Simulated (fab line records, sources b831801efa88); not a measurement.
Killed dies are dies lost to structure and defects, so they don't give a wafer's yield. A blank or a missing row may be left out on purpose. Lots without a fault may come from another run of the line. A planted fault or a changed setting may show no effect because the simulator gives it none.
One fault seen from 2 desks | flow sky130 | each desk has only its own numbers; what lay behind them comes last

THE TOOL OWNER'S DESK: cvd_w-01
The tool's own readings at SKY_VIA3_CVD_21 (deposits W, target thk 390 nm, time 117.31 s): means of the sampled wafers that have a number, for each lot that ran on this tool. A lot is out of limits, marked OUT, if its mean lies more than 4 standard deviations from the usual mean; the brackets give that distance.
Columns: A = chamber_pressure_Torr at SKY_VIA3_CVD_21, usual 40.00 Torr; B = heater_power_outer_w at SKY_VIA3_CVD_21, usual 534 W; C = heater_power_w at SKY_VIA3_CVD_21, usual 891 W
lot  | first seen here | A                       | B   | C
L226 | day 40 07:57    | 40.01                   | 533 | 895
L227 | day 40 09:11    | 39.91                   | 570 | 951
L230 | day 41 07:53    | 39.98                   | 572 | 958
L235 | day 42 18:13    | 21.88 (-99 or more) OUT | 565 | 957
L237 | day 43 07:50    | 21.90 (-99 or more) OUT | 523 | 880
L248 | day 45 23:05    | 39.98                   | 532 | 898
This desk's finding: out of limits on L235, L237; first on L235, day 42 18:13 (chamber_pressure_Torr at SKY_VIA3_CVD_21). In limits: L226, L227, L230, L248.

THE METROLOGY DESK
What the gauges read, lot by lot, whatever tool the lot ran on: means of the sampled wafers that have a number. A lot is out of limits, marked OUT, if its mean lies more than 4 standard deviations from the usual mean; the brackets give that distance.
Columns: A = cd_nm at SKY_METAL2_CD_MEAS_15, usual 139.8 nm; B = VIA3_W_RS at SKY_VIA3_RS_MEAS_22, usual 0.294 ohm/sq; C = VIA3_W_THK at SKY_VIA3_THK_MEAS_23, usual 373 nm; D = CAP2M_OVL at SKY_CAP2M_OVL_MEAS_12, usual -0.9 nm
lot  | first seen here | A     | B               | C             | D
L226 | day 35 18:58    | 138.4 | 0.291           | 384           | -0.3
L227 | day 35 22:02    | 138.6 | 0.294           | 368           | 0.4
L230 | day 36 23:25    | 139.0 | 0.296           | 380           | -1.0
L235 | day 38 10:07    | 138.2 | 0.397 (+30) OUT | 275 (-13) OUT | 0.1
L236 | day 39 02:41    | 142.9 | 0.297           | 361           | -0.1
L237 | day 39 02:49    | 141.2 | 0.395 (+30) OUT | 287 (-11) OUT | -1.0
L240 | day 39 21:58    | 139.7 | 0.296           | 367           | -4.0
L241 | day 40 05:01    | 141.2 | 0.294           | 369           | -2.7
L247 | day 41 15:26    | 138.4 | 0.296           | 367           | -0.5
L248 | day 41 23:23    | 142.8 | 0.285           | 378           | 0.4
This desk's finding: out of limits on L235, L237; first on L235, day 42 18:20 (VIA3_W_RS at SKY_VIA3_RS_MEAS_22). In limits: L226, L227, L230, L236, L240, L241, L247, L248.

PUT TOGETHER
The tool owner's desk could have raised an alarm at day 42 18:13, on L235, L237.
The metrology desk could have raised an alarm at day 42 18:20, on L235, L237.
Of the lots named, all ran SKY_VIA3_CVD_21 on cvd_w-01.

WHAT THE SIMULATOR HAD PUT IN
Process parameter drift: cvd_w-01, from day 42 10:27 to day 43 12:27, at SKY_VIA3_CVD_21. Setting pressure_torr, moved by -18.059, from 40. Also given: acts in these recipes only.
Lots struck among those shown: L235, L237.
Hours from the fault's start to each desk's first reading out of limits: the tool owner's desk, 8; the metrology desk, 8.
